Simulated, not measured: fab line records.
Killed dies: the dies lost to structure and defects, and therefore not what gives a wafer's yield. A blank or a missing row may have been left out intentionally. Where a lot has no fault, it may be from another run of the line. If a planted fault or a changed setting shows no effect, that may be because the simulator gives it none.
fab line records	flow sky130
record: lots: 6	wafers: 18	lastDay: 49
route steps=708 shown LDD_HVN@274 LDD_HVP@278 PAD_OPEN@708
lots that met no fault: taken from a fault-free run of the same line
startH: the number of hours between the record's first day and the start of the first shown wafer of the lot	waitH: hours since the lot's step before	" as in the row above	L1.1+2: a row that stands for several wafers	- no value present, or no start provided	* or withheld: withheld	< > ~ a bound
route shown NAME@n: a module of which the file shows steps, and the number in the route of the first	usual: mean/standard deviation of fault-free wafers	same: alike in all rows	chamber/n: place in a boat	sites: each site's reading	_std_site: the standard deviation of these	_edge_site: mean of outer sites minus mean of inner sites	radiusMm: how far each site lies from the wafer's centre	mask NAME#n: copy n	behind: the tool/chamber that last shaped the wafer	hold: what put the lot on hold/how long, in hours/how the hold closed	device: names the non-switching transistor (n, p or np)	end of line: the same wafers' tests at the end of the route	for a step that has no rows: nothing shown but its recipe	killed: the dies lost at the first sort to structure and to defects; this is not the yield of the wafer	map: per-die view of a wafer (x killed, . not killed, _ where there is no die)
set.NAME: setting as actually run; set.NAME@STEP: the setting as run at that earlier step	model.NAME: the simulator's own value behind a step, which no gauge read
lots at selected steps of the route; one table per step, one row per wafer
services: the hour from which a tool's chamber was out of use, counted from the record's first day as startH (under 0 if before that day), plus the number of hours and why
== steps ==
step: SKY_LDD_HVN_OVL_MEAS_07
usual: LDD_HVN_OVL: -0.7/1.7
lot.wafer	tool	chamber	startH	waitH	LDD_HVN_OVL[nm]
L927.1	overlay-02	-	490.23	0.1	-1.0
L927.3	"	-	"	"	-2.7
L927.5	"	-	"	"	-0.8
L928.2	overlay-01	-	502.14	0.1	-0.7
L928.3	"	-	"	"	-0.6
L928.4	"	-	"	"	-0.2
L931.2	overlay-01	-	529.79	0.1	1.1
L931.3	"	-	"	"	0.0
L931.5	"	-	"	"	1.4
L940.2	overlay-01	-	606.58	0.1	-0.8
L940.3	"	-	"	"	0.6
L940.4	"	-	"	"	-1.3
L941.1	overlay-02	-	617.54	0.1	-1.1
L941.3	"	-	"	"	-3.4
L941.4	"	-	"	"	-3.9
L942.1	overlay-01	-	624.14	0.1	1.2
L942.2	"	-	"	"	-0.4
L942.3	"	-	"	"	1.0
step: SKY_LDD_HVN_IMPLANT_08
recipe: species: P	energyKev: 60	doseCm2: 3.054e+13	tiltDeg: 40
step: SKY_LDD_HVN_STRIP_09
recipe: chemistry: O2/N2	powerW: 1400	pressureMtorr: 1500	platenTempC: withheld	o2FlowSccm: 3000	n2FlowSccm: 300	overashFraction: 0.5
usual: drypumpMotorCurrentA: 5.9/0.31	oesProductAu: 0.409/0.0047	stripTimeToEndpointS: 4.149/0.016
lot.wafer	tool	chamber	startH	waitH	drypumpMotorCurrentA	oesProductAu	rfHoursCounterH	stripTimeToEndpointS
L927.1	plasmaAsher-01	0	490.42	0.1	5.6	0.409	78	4.153
L927.3	"	0	"	"	5.6	0.409	-	4.165
L927.5	"	0	"	"	5.6	0.404	-	4.146
L928.2	plasmaAsher-03	1	502.32	0.1	6.0	0.403	68	4.155
L928.3	"	0	"	"	6.4	0.404	-	4.162
L928.4	"	1	"	"	6.0	0.408	-	4.172
L931.2	plasmaAsher-01	1	529.97	0.1	6.0	0.408	82	4.161
L931.3	"	0	"	"	5.6	0.418	-	4.150
L931.5	"	1	"	"	6.0	0.403	-	4.173
L940.2	plasmaAsher-01	0	606.76	0.1	5.6	0.406	90	4.156
L940.3	"	0	"	"	5.6	0.416	-	4.149
L940.4	"	1	"	"	6.0	0.410	-	4.153
L941.1	plasmaAsher-02	1	617.73	0.1	5.7	0.413	49	4.154
L941.3	"	1	"	"	5.7	0.413	-	4.148
L941.4	"	0	"	"	5.6	0.406	-	4.147
L942.1	plasmaAsher-01	0	624.33	0.1	5.6	0.405	92	4.143
L942.2	"	1	"	"	6.0	0.404	92	4.155
L942.3	"	1	"	"	6.0	0.413	-	4.146
step: SKY_LDD_HVN_TW_MEAS_10
usual: LDD_HVN_TW: 1460/11
lot.wafer	tool	chamber	startH	waitH	LDD_HVN_TW
L927.1	filmMetro-03	-	490.52	0.1	1446
L927.3	"	-	"	"	1440
L927.5	"	-	"	"	1446
L928.2	filmMetro-03	-	502.43	0.1	1440
L928.3	"	-	"	"	1439
L928.4	"	-	"	"	1443
L931.2	filmMetro-03	-	530.08	0.1	1447
L931.3	"	-	"	"	1442
L931.5	"	-	"	"	1444
L940.2	filmMetro-01	-	606.87	0.1	1461
L940.3	"	-	"	"	1462
L940.4	"	-	"	"	1469
L941.1	filmMetro-02	-	617.83	0.1	1477
L941.3	"	-	"	"	1480
L941.4	"	-	"	"	1482
L942.1	filmMetro-01	-	624.43	0.1	1472
L942.2	"	-	"	"	1472
L942.3	"	-	"	"	1463
step: SKY_LDD_HVP_DEHYDRATE_00
recipe: tempC: 200	timeS: 60
step: SKY_LDD_HVP_HMDS_01
recipe: primeTimeS: 60	primeTempC: 120
step: SKY_LDD_HVP_COAT_02
recipe: resist: NOVOLAK	spinRpm: 3000	resistThkNm: 300
step: SKY_LDD_HVP_SOFTBAKE_03
recipe: tempC: 90	timeS: 60	resist: NOVOLAK
step: SKY_LDD_HVP_EXPOSE_04
recipe: maskId: HVPTM	na: 0.6	sourceShape: conventional	sigmaOuter: 0.6	polarization: unpolarized	targetCdNm: 700	doseMj: 86
step: SKY_LDD_HVP_PEB_05
recipe: tempC: withheld	timeS: *	resist: NOVOLAK
step: SKY_LDD_HVP_DEVELOP_06
recipe: resist: NOVOLAK	developer: TMAH	developTimeS: 60	devTempC: 23
step: SKY_LDD_HVP_OVL_MEAS_07
usual: LDD_HVP_OVL: 0.6/1.4
lot.wafer	tool	chamber	startH	waitH	LDD_HVP_OVL[nm]
L927.1	overlay-02	-	521.49	0.1	-1.4
L927.3	"	-	"	"	0.8
L927.5	"	-	"	"	1.9
L928.2	overlay-02	-	532.19	0.1	1.8
L928.3	"	-	"	"	0.2
L928.4	"	-	"	"	0.6
L931.2	overlay-02	-	560.24	0.1	-1.4
L931.3	"	-	"	"	0.8
L931.5	"	-	"	"	-0.5
L940.2	overlay-01	-	635.25	0.1	-0.4
L940.3	"	-	"	"	1.5
L940.4	"	-	"	"	1.9
L941.1	overlay-01	-	646.68	0.1	0.5
L941.3	"	-	"	"	-1.4
L941.4	"	-	"	"	-0.2
L942.1	overlay-02	-	653.63	0.1	0.9
L942.2	"	-	"	"	1.3
L942.3	"	-	"	"	0.1
step: SKY_LDD_HVP_IMPLANT_08
recipe: species: B	energyKev: 20	doseCm2: 1.7e+13	tiltDeg: 17.9
usual: beamEnergyKeV: 19.999/0.0056
same: implantIonAmu: 11
lot.wafer	tool	chamber	startH	waitH	beamEnergyKeV	model.implant.rpNm	model.implant.drpNm
L927.1	implanter-01	0	521.53	0.0	20.002	65.75	28.53
L927.3	"	0	"	"	20.000	65.75	28.53
L927.5	"	0	"	"	19.994	65.75	28.53
L928.2	implanter-03	0	532.24	0.0	19.997	62.09	28.53
L928.3	"	0	"	"	19.988	62.09	28.53
L928.4	"	0	"	"	20.000	62.09	28.53
L931.2	implanter-01	0	560.29	0.0	20.001	62.88	28.53
L931.3	"	0	"	"	20.005	62.88	28.53
L931.5	"	0	"	"	20.006	62.88	28.53
L940.2	implanter-04	0	635.30	0.0	20.003	61.87	28.53
L940.3	"	0	"	"	20.001	61.87	28.53
L940.4	"	0	"	"	20.001	61.87	28.53
L941.1	implanter-03	0	646.72	0.0	21.102	67.72	29.82
L941.3	"	0	"	"	21.120	67.72	29.82
L941.4	"	0	"	"	21.117	67.72	29.82
L942.1	implanter-03	0	653.67	0.0	21.114	67.5	29.82
L942.2	"	0	"	"	21.111	67.5	29.82
L942.3	"	0	"	"	21.116	67.5	29.82
step: SKY_LDD_HVP_STRIP_09
recipe: chemistry: O2/N2	powerW: 1400	pressureMtorr: 1500	platenTempC: withheld	o2FlowSccm: 3000	n2FlowSccm: 300	overashFraction: 0.5
usual: drypumpMotorCurrentA: 6.06/0.27	oesProductAu: 0.408/0.005	stripTimeToEndpointS: 4.138/0.013
lot.wafer	tool	chamber	startH	waitH	drypumpMotorCurrentA	oesProductAu	rfHoursCounterH	stripTimeToEndpointS
L927.1	plasmaAsher-02	0	521.68	0.1	5.59	0.411	40	4.137
L927.3	"	1	"	"	5.72	0.411	-	4.133
L927.5	"	0	"	"	5.60	0.406	-	4.141
L928.2	plasmaAsher-04	0	532.37	0.1	6.21	0.404	10	4.132
L928.3	"	1	"	"	5.97	0.413	-	4.144
L928.4	"	0	"	"	6.26	0.408	-	4.121
L931.2	plasmaAsher-03	1	560.42	0.1	6.02	0.412	74	4.139
L931.3	"	1	"	"	6.04	0.397	-	4.133
L931.5	"	1	"	"	6.01	0.404	-	4.127
L940.2	plasmaAsher-02	1	635.43	0.1	5.70	0.407	50	4.145
L940.3	"	0	"	"	5.58	0.407	-	4.152
L940.4	"	1	"	"	5.74	0.417	-	4.138
L941.1	plasmaAsher-03	1	646.87	0.1	6.03	0.406	82	4.139
L941.3	"	1	"	"	6.01	0.407	-	4.168
L941.4	"	0	"	"	6.40	0.408	-	4.147
L942.1	plasmaAsher-03	0	653.82	0.1	6.50	0.407	83	4.118
L942.2	"	1	"	"	5.99	0.402	83	4.129
L942.3	"	0	"	"	6.45	0.413	-	4.106
step: SKY_PAD_OPEN_PROBE_99
usual: killed_at_M0_to_M3: 44/7	killed_at_M4_up: 3.2/2	killedAtContacts: 25/5.3	killedAtFrontEnd: 15/4.3	killedAtOther: 0.3/0.54	killedDies: 86/8.7	killedOpen: 47/6.4	killedShort: 39/5.6
same: grossDies: 492	killedAtBackSide: 0
lot.wafer	tool	chamber	startH	waitH	killed_at_M0_to_M3	killed_at_M4_up	killedAtContacts	killedAtFrontEnd	killedAtOther	killedDies	killedOpen	killedShort
L940.2	prober-02	-	1164.37	0.1	43	3	25	9	0	80	39	41
L940.3	prober-02	-	1164.42	0.2	61	6	18	13	0	98	51	47
L940.4	prober-02	-	1164.47	0.2	56	0	21	14	0	91	52	39
L942.1	prober-01	-	1178.35	0.1	59	2	32	15	0	108	64	44
L942.2	prober-01	-	1178.40	0.1	46	7	29	15	0	97	52	45
L942.3	prober-01	-	1178.45	0.2	44	4	21	17	0	86	50	36
killed by level:class
L940.2 VIA1:geometricParticle:open=9 VIA2:geometricParticle:open=7 CONTACT:geometricParticle:open=6 LI_CONTACT:geometricParticle:open=5 LI_CONTACT:geometricParticle:short=5 CONTACT:geometricParticle:short=5 VIA1:geometricParticle:short=5 VIA3:geometricParticle:open=5
L940.3 METAL1:geometricParticle:short=14 CONTACT:geometricParticle:open=8 VIA1:geometricParticle:open=8 VIA1:geometricParticle:short=7 VIA2:geometricParticle:open=7 METAL1:geometricParticle:open=6 VIA3:geometricParticle:open=6 METAL4:geometricParticle:short=5
L940.4 VIA1:geometricParticle:open=18 METAL1:geometricParticle:short=8 CONTACT:geometricParticle:open=7 VIA1:geometricParticle:short=7 LI_CONTACT:geometricParticle:open=6 METAL2:geometricParticle:short=6 POLY_GATE:geometricParticle:open=5 METAL1:geometricParticle:open=5
L942.1 VIA1:geometricParticle:open=18 CONTACT:geometricParticle:open=14 VIA3:geometricParticle:open=9 LI_CONTACT:geometricParticle:open=8 VIA1:geometricParticle:short=7 METAL2:geometricParticle:short=7 METAL1:geometricParticle:short=6 VIA2:geometricParticle:open=6
L942.2 VIA1:geometricParticle:open=14 LI_CONTACT:geometricParticle:open=12 VIA1:geometricParticle:short=10 VIA3:geometricParticle:open=8 CONTACT:geometricParticle:open=7 METAL4:geometricParticle:short=6 FIELD_ISO:geometricParticle:short=5 POLY_GATE:geometricParticle:short=5
L942.3 POLY_GATE:geometricParticle:open=9 VIA2:geometricParticle:open=9 LI_CONTACT:geometricParticle:open=8 VIA3:geometricParticle:open=8 METAL2:geometricParticle:short=7 VIA1:geometricParticle:open=5 LOCAL_INTERCONNECT:geometricParticle:short=5 METAL1:geometricParticle:short=5
== services ==
tool	chamber	startH	hours	kind
implanter-04	-	480.74	5.0	pm
implanter-03	-	483.65	1.6	repair
implanter-03	-	510.64	2.6	repair
implanter-01	-	561.32	99.3	pm
plasmaAsher-03	-	585.81	2.8	pm
implanter-04	-	591.83	3.2	pm
plasmaAsher-02	-	594.94	8.6	repair
implanter-03	-	613.24	1.7	repair
implanter-03	-	613.55	2.7	repair
plasmaAsher-02	-	621.73	4.0	pm
implanter-03	-	649.15	2.9	repair
== key ==
firstSign: step: SKY_LDD_HVP_IMPLANT_08	reading: beamEnergyKeV	direction: up	sigmas: 99+	usual: *	struck: *
effect none on later readings
modelEffect: step: SKY_LDD_HVP_IMPLANT_08	value: implant.rpNm	without: 64.08	struck: 67.61
metAt SKY_LDD_HVP_IMPLANT_08
struckWafers L941.1,L941.3,L941.4,L942.1,L942.2,L942.3
testerLeftOut L941,L942
onsetBetween 532.24 646.72
fault: kind: processParameterDrift	tool: implanter-03	chamber: -	onsetH: 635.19	steps: SKY_LDD_HVP_IMPLANT_08	channel: energyKev	offset: *	shape: step	endH: 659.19	actsIn: *	stated: *
testerLeftOut: of these lots the tester's yield and bins aren't shown, on N5 and GAA mostly nor the transistor test; their killed dies are dies lost to structure and defects alone, not to doping, threshold or leakage, so they don't give the yield
